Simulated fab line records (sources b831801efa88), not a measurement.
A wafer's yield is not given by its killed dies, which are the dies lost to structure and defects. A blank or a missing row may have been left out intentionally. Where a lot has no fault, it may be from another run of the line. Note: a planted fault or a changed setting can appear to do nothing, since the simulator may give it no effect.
Which of the tools did it? :: flow gf180mcu :: 11 lots, 33 wafers sampled, at 7 steps of a route of 602

== WHAT THE GAUGES READ, wafer by wafer ==
GF_LVPWELL_OVL_MEAS_07. Usual: for LVPWELL_OVL the level is -0.3 nm and the standard deviation is 1.2.
lot: L254
measured: day 4 07:22
on: overlay-02
LVPWELL_OVL (nm): -1.0 -0.4 -2.0
flag: 

lot: L256
measured: day 4 15:19
on: overlay-01
LVPWELL_OVL (nm): - - -
flag: OFF

lot: L257
measured: day 4 19:07
on: overlay-02
LVPWELL_OVL (nm): - - -
flag: OFF

lot: L264
measured: day 6 12:31
on: overlay-01
LVPWELL_OVL (nm): 0.8 -0.8 -1.8
flag: 

lot: L265
measured: day 6 18:16
on: overlay-02
LVPWELL_OVL (nm): -0.1 -1.9 1.1
flag: 

lot: L266
measured: day 6 23:01
on: overlay-02
LVPWELL_OVL (nm): 0.0 0.2 -2.0
flag: 

lot: L268
measured: day 7 10:35
on: overlay-01
LVPWELL_OVL (nm): 0.6 -0.7 -0.8
flag: 

lot: L270
measured: day 7 19:11
on: overlay-01
LVPWELL_OVL (nm): 0.2 0.4 1.7
flag: 

lot: L272
measured: day 8 09:04
on: overlay-01
LVPWELL_OVL (nm): 1.9 0.5 0.7
flag: 

lot: L274
measured: day 8 20:52
on: overlay-01
LVPWELL_OVL (nm): 0.8 1.9 0.1
flag: 

lot: L275
measured: day 8 23:40
on: overlay-01
LVPWELL_OVL (nm): 0.3 -0.3 0.6
flag: 

GF_MVPSD_TW_MEAS_11. Usual: for MVPSD_TW the level is 551 and the standard deviation is 5.6.
lot: L254
measured: day 5 11:41
on: film-metro-02
MVPSD_TW: 551 547 550
flag: 

lot: L256
measured: day 5 21:58
on: film-metro-03
MVPSD_TW: 684 685 684
flag: OFF

lot: L257
measured: day 6 01:08
on: film-metro-02
MVPSD_TW: 686 687 687
flag: OFF

lot: L264
measured: day 7 21:57
on: film-metro-02
MVPSD_TW: 555 554 553
flag: 

lot: L265
measured: day 8 02:59
on: film-metro-03
MVPSD_TW: 546 546 546
flag: 

lot: L266
measured: day 8 07:09
on: film-metro-02
MVPSD_TW: 555 554 552
flag: 

lot: L268
measured: day 8 20:35
on: film-metro-03
MVPSD_TW: 549 550 545
flag: 

lot: L270
measured: day 9 05:01
on: film-metro-02
MVPSD_TW: 547 551 551
flag: 

lot: L272
measured: day 9 19:34
on: film-metro-03
MVPSD_TW: 546 543 547
flag: 

lot: L274
measured: day 10 08:53
on: film-metro-02
MVPSD_TW: 551 554 554
flag: 

lot: L275
measured: day 10 10:26
on: film-metro-02
MVPSD_TW: 550 552 552
flag: 

GF_VT_IMPLANT_TW_MEAS_10. Usual: for VT_IMPLANT_TW the level is 563 and the standard deviation is 4.5.
lot: L254
measured: day 6 02:47
on: film-metro-04
VT_IMPLANT_TW: 560 560 560
flag: 

lot: L256
measured: day 6 12:58
on: film-metro-01
VT_IMPLANT_TW: 709 708 701
flag: OFF

lot: L257
measured: day 6 16:57
on: film-metro-01
VT_IMPLANT_TW: 705 704 706
flag: OFF

lot: L264
measured: day 8 14:05
on: film-metro-04
VT_IMPLANT_TW: 558 557 557
flag: 

lot: L265
measured: day 8 19:51
on: film-metro-02
VT_IMPLANT_TW: 564 565 562
flag: 

lot: L266
measured: day 8 23:36
on: film-metro-02
VT_IMPLANT_TW: 562 562 564
flag: 

lot: L268
measured: day 9 13:00
on: film-metro-04
VT_IMPLANT_TW: 560 560 560
flag: 

lot: L270
measured: day 9 21:39
on: film-metro-01
VT_IMPLANT_TW: 569 566 565
flag: 

lot: L272
measured: day 10 13:07
on: film-metro-02
VT_IMPLANT_TW: 562 562 563
flag: 

lot: L274
measured: day 11 02:43
on: film-metro-04
VT_IMPLANT_TW: 561 558 559
flag: 

lot: L275
measured: day 11 03:50
on: film-metro-04
VT_IMPLANT_TW: 562 558 561
flag: 

GF_PSD_TW_MEAS_11. Usual: for PSD_TW the level is 3176 and the standard deviation is 28.
lot: L254
measured: day 15 05:06
on: film-metro-01
PSD_TW: 3210 3214 3196
flag: 

lot: L256
measured: day 15 12:17
on: film-metro-04
PSD_TW: 3164 3152 3141
flag: 

lot: L257
measured: day 15 22:01
on: film-metro-04
PSD_TW: 3171 3154 3129
flag: 

lot: L264
measured: day 18 07:04
on: film-metro-02
PSD_TW: 3186 3190 3192
flag: 

lot: L265
measured: day 18 10:28
on: film-metro-02
PSD_TW: 3173 3183 3162
flag: 

lot: L266
measured: day 18 17:34
on: film-metro-04
PSD_TW: 3147 3153 3144
flag: 

lot: L268
measured: day 19 13:04
on: film-metro-01
PSD_TW: 3216 3203 3221
flag: 

lot: L270
measured: day 20 02:11
on: film-metro-02
PSD_TW: 3190 3192 3198
flag: 

lot: L272
measured: day 20 22:37
on: film-metro-02
PSD_TW: 3208 3196 3176
flag: 

lot: L274
measured: day 21 18:16
on: film-metro-04
PSD_TW: 3162 3166 3149
flag: 

lot: L275
measured: day 21 21:38
on: film-metro-01
PSD_TW: 3229 3221 3231
flag: 

== WHICH TOOL RAN EACH LOT (tool, then ch and the chambers of the sampled wafers, then the start) ==
lot: L254
GF_LVPWELL_COAT_02: litho-track-01 ch 0, day 3 23:53
GF_VT_IMPLANT_STRIP_31: plasma-asher-03 ch 0,1, day 7 10:05
GF_HV_LDD_STRIP_49: plasma-asher-04 ch 0,1, day 13 07:11

lot: L256
GF_LVPWELL_COAT_02: litho-track-01, day 4 08:26
GF_VT_IMPLANT_STRIP_31: plasma-asher-02 ch 0,1, day 7 21:25
GF_HV_LDD_STRIP_49: plasma-asher-04 ch 0,1, day 13 15:17

lot: L257
GF_LVPWELL_COAT_02: litho-track-01, day 4 12:10
GF_VT_IMPLANT_STRIP_31: plasma-asher-01 ch 0,1, day 8 00:11
GF_HV_LDD_STRIP_49: plasma-asher-02 ch 0,1, day 13 23:24

lot: L264
GF_LVPWELL_COAT_02: litho-track-02 ch 0, day 6 04:28
GF_VT_IMPLANT_STRIP_31: plasma-asher-01 ch 0,1, day 9 22:48
GF_HV_LDD_STRIP_49: plasma-asher-02 ch 0,1, day 16 05:05

lot: L265
GF_LVPWELL_COAT_02: litho-track-02 ch 0, day 6 10:31
GF_VT_IMPLANT_STRIP_31: plasma-asher-01 ch 1, day 10 05:08
GF_HV_LDD_STRIP_49: plasma-asher-04 ch 0,1, day 16 09:05

lot: L266
GF_LVPWELL_COAT_02: litho-track-02 ch 0, day 6 15:01
GF_VT_IMPLANT_STRIP_31: plasma-asher-03 ch 0,1, day 10 10:08
GF_HV_LDD_STRIP_49: plasma-asher-04 ch 1, day 16 15:29

lot: L268
GF_LVPWELL_COAT_02: litho-track-02 ch 0, day 7 01:58
GF_VT_IMPLANT_STRIP_31: plasma-asher-03 ch 0,1, day 11 00:56
GF_HV_LDD_STRIP_49: plasma-asher-02 ch 0,1, day 17 09:38

lot: L270
GF_LVPWELL_COAT_02: litho-track-01 ch 0, day 7 10:34
GF_VT_IMPLANT_STRIP_31: plasma-asher-01 ch 0,1, day 11 10:49
GF_HV_LDD_STRIP_49: plasma-asher-04 ch 0,1, day 17 21:47

lot: L272
GF_LVPWELL_COAT_02: litho-track-02 ch 0, day 8 01:02
GF_VT_IMPLANT_STRIP_31: plasma-asher-02 ch 0,1, day 12 01:34
GF_HV_LDD_STRIP_49: plasma-asher-02 ch 0,1, day 18 17:05

lot: L274
GF_LVPWELL_COAT_02: litho-track-01 ch 0, day 8 12:10
GF_VT_IMPLANT_STRIP_31: plasma-asher-01 ch 0,1, day 12 17:05
GF_HV_LDD_STRIP_49: plasma-asher-04 ch 0,1, day 19 14:41

lot: L275
GF_LVPWELL_COAT_02: litho-track-02 ch 0, day 8 15:22
GF_VT_IMPLANT_STRIP_31: plasma-asher-01 ch 1, day 12 17:56
GF_HV_LDD_STRIP_49: plasma-asher-04 ch 1, day 19 17:54
- GF_LVPWELL_COAT_02: resist thk 3000 nm.
- GF_VT_IMPLANT_STRIP_31: strips in O2/N2.
- GF_HV_LDD_STRIP_49: strips in O2/N2.

== WHAT THE TOOLS THEMSELVES READ (means of the sampled wafers that have a number; where no wafer has one, the mark that the record gives instead) ==
GF_LVPWELL_COAT_02. Usual: chill-plate-temp-C 22.99 C, standard deviation 0.11; dispense-pressure-kPa 43.3 kPa, standard deviation 0.95; resist-line-temp-C 23.01 C, standard deviation 0.098.
lot: L254
tool: litho-track-01
chill-plate-temp-C (C): 22.89
dispense-pressure-kPa (kPa): 41.8
resist-line-temp-C (C): 22.98
flag: 

lot: L256
tool: litho-track-01
chill-plate-temp-C (C): -
dispense-pressure-kPa (kPa): -
resist-line-temp-C (C): -
flag: OFF

lot: L257
tool: litho-track-01
chill-plate-temp-C (C): -
dispense-pressure-kPa (kPa): -
resist-line-temp-C (C): -
flag: OFF

lot: L264
tool: litho-track-02
chill-plate-temp-C (C): 22.92
dispense-pressure-kPa (kPa): 44.0
resist-line-temp-C (C): 22.95
flag: 

lot: L265
tool: litho-track-02
chill-plate-temp-C (C): 23.01
dispense-pressure-kPa (kPa): 44.0
resist-line-temp-C (C): 23.16
flag: 

lot: L266
tool: litho-track-02
chill-plate-temp-C (C): 22.93
dispense-pressure-kPa (kPa): 44.1
resist-line-temp-C (C): 23.08
flag: 

lot: L268
tool: litho-track-02
chill-plate-temp-C (C): 23.05
dispense-pressure-kPa (kPa): 44.1
resist-line-temp-C (C): 23.04
flag: 

lot: L270
tool: litho-track-01
chill-plate-temp-C (C): 22.95
dispense-pressure-kPa (kPa): 41.7
resist-line-temp-C (C): 22.93
flag: 

lot: L272
tool: litho-track-02
chill-plate-temp-C (C): 23.01
dispense-pressure-kPa (kPa): 44.0
resist-line-temp-C (C): 22.91
flag: 

lot: L274
tool: litho-track-01
chill-plate-temp-C (C): 23.05
dispense-pressure-kPa (kPa): 41.8
resist-line-temp-C (C): 23.01
flag: 

lot: L275
tool: litho-track-02
chill-plate-temp-C (C): 22.88
dispense-pressure-kPa (kPa): 44.0
resist-line-temp-C (C): 22.96
flag: 

GF_VT_IMPLANT_STRIP_31. Usual: drypump-motor-current-A 5.9 A, standard deviation 0.36; heater-power-w 311 W, standard deviation 19; oes-product-au 0.716 a.u., standard deviation 0.0046; strip-time-to-endpoint-s 12.64 s, standard deviation 0.033.
lot: L254
tool: plasma-asher-03
drypump-motor-current-A (A): 5.9
heater-power-w (W): 327
oes-product-au (a.u.): 0.716
strip-time-to-endpoint-s (s): 12.64
flag: 

lot: L256
tool: plasma-asher-02
drypump-motor-current-A (A): 6.1
heater-power-w (W): 323
oes-product-au (a.u.): 0.714
strip-time-to-endpoint-s (s): 12.63
flag: 

lot: L257
tool: plasma-asher-01
drypump-motor-current-A (A): 5.9
heater-power-w (W): 303
oes-product-au (a.u.): 0.713
strip-time-to-endpoint-s (s): 12.61
flag: 

lot: L264
tool: plasma-asher-01
drypump-motor-current-A (A): 5.8
heater-power-w (W): 305
oes-product-au (a.u.): 0.713
strip-time-to-endpoint-s (s): 12.63
flag: 

lot: L265
tool: plasma-asher-01
drypump-motor-current-A (A): 5.6
heater-power-w (W): 310
oes-product-au (a.u.): 0.719
strip-time-to-endpoint-s (s): 12.58
flag: 

lot: L266
tool: plasma-asher-03
drypump-motor-current-A (A): 5.9
heater-power-w (W): 329
oes-product-au (a.u.): 0.713
strip-time-to-endpoint-s (s): 12.64
flag: 

lot: L268
tool: plasma-asher-03
drypump-motor-current-A (A): 5.8
heater-power-w (W): 329
oes-product-au (a.u.): 0.720
strip-time-to-endpoint-s (s): 12.62
flag: 

lot: L270
tool: plasma-asher-01
drypump-motor-current-A (A): 5.9
heater-power-w (W): 297
oes-product-au (a.u.): 0.719
strip-time-to-endpoint-s (s): 12.61
flag: 

lot: L272
tool: plasma-asher-02
drypump-motor-current-A (A): 6.1
heater-power-w (W): 324
oes-product-au (a.u.): 0.716
strip-time-to-endpoint-s (s): 12.67
flag: 

lot: L274
tool: plasma-asher-01
drypump-motor-current-A (A): 5.7
heater-power-w (W): 301
oes-product-au (a.u.): 0.718
strip-time-to-endpoint-s (s): 12.64
flag: 

lot: L275
tool: plasma-asher-01
drypump-motor-current-A (A): 5.6
heater-power-w (W): 306
oes-product-au (a.u.): 0.716
strip-time-to-endpoint-s (s): 12.68
flag: 

GF_HV_LDD_STRIP_49. Usual: drypump-motor-current-A 5.7 A, standard deviation 0.49; heater-power-w 346 W, standard deviation 51; oes-product-au 0.716 a.u., standard deviation 0.0048; strip-time-to-endpoint-s 12.63 s, standard deviation 0.036.
lot: L254
tool: plasma-asher-04
drypump-motor-current-A (A): 5.3
heater-power-w (W): 390
oes-product-au (a.u.): 0.713
strip-time-to-endpoint-s (s): 12.66
flag: 

lot: L256
tool: plasma-asher-04
drypump-motor-current-A (A): 5.3
heater-power-w (W): 395
oes-product-au (a.u.): 0.711
strip-time-to-endpoint-s (s): 12.63
flag: 

lot: L257
tool: plasma-asher-02
drypump-motor-current-A (A): 6.2
heater-power-w (W): 325
oes-product-au (a.u.): 0.712
strip-time-to-endpoint-s (s): 12.62
flag: 

lot: L264
tool: plasma-asher-02
drypump-motor-current-A (A): 6.1
heater-power-w (W): 324
oes-product-au (a.u.): 0.713
strip-time-to-endpoint-s (s): 12.58
flag: 

lot: L265
tool: plasma-asher-04
drypump-motor-current-A (A): 5.3
heater-power-w (W): 396
oes-product-au (a.u.): 0.713
strip-time-to-endpoint-s (s): 12.64
flag: 

lot: L266
tool: plasma-asher-04
drypump-motor-current-A (A): 5.1
heater-power-w (W): 310
oes-product-au (a.u.): 0.720
strip-time-to-endpoint-s (s): 12.59
flag: 

lot: L268
tool: plasma-asher-02
drypump-motor-current-A (A): 6.1
heater-power-w (W): 322
oes-product-au (a.u.): 0.716
strip-time-to-endpoint-s (s): 12.62
flag: 

lot: L270
tool: plasma-asher-04
drypump-motor-current-A (A): 5.3
heater-power-w (W): 354
oes-product-au (a.u.): 0.722
strip-time-to-endpoint-s (s): 12.63
flag: 

lot: L272
tool: plasma-asher-02
drypump-motor-current-A (A): 6.1
heater-power-w (W): 323
oes-product-au (a.u.): 0.718
strip-time-to-endpoint-s (s): 12.68
flag: 

lot: L274
tool: plasma-asher-04
drypump-motor-current-A (A): 5.2
heater-power-w (W): 358
oes-product-au (a.u.): 0.716
strip-time-to-endpoint-s (s): 12.61
flag: 

lot: L275
tool: plasma-asher-04
drypump-motor-current-A (A): 5.1
heater-power-w (W): 321
oes-product-au (a.u.): 0.719
strip-time-to-endpoint-s (s): 12.64
flag: 

== THE ANSWER, worked out from the rows above alone ==
Rule: take the mean of a lot's wafers that have a number; if it is more than 3 standard deviations from the usual mean, the lot is off. A lot without any number at a reading at which 4 lots or more have one is off too. Where the step has rows for the other lots, those lots are counted as sound. First the gauges in route order, then the tools' own readings, where a lot's mean is used as printed above. The first step at which some lot is off is used, and at that step the reading that is off furthest; a lot without a number counts as furthest.
Off: L256, L257, seen at GF_LVPWELL_OVL_MEAS_07 (LVPWELL_OVL). Without a number there: L256, L257.
A tool fits if, at a process step before that reading, it ran every lot that is off, and no sound lot after the first of them. The gauges at GF_LVPWELL_OVL_MEAS_07 aren't tried: what is off there is off at GF_MVPSD_TW_MEAS_11 too, on other tools, and a gauge's error can't cause that. Not one of the candidates tried fits.

== WHAT HAD BEEN PUT IN BY THE SIMULATOR ==
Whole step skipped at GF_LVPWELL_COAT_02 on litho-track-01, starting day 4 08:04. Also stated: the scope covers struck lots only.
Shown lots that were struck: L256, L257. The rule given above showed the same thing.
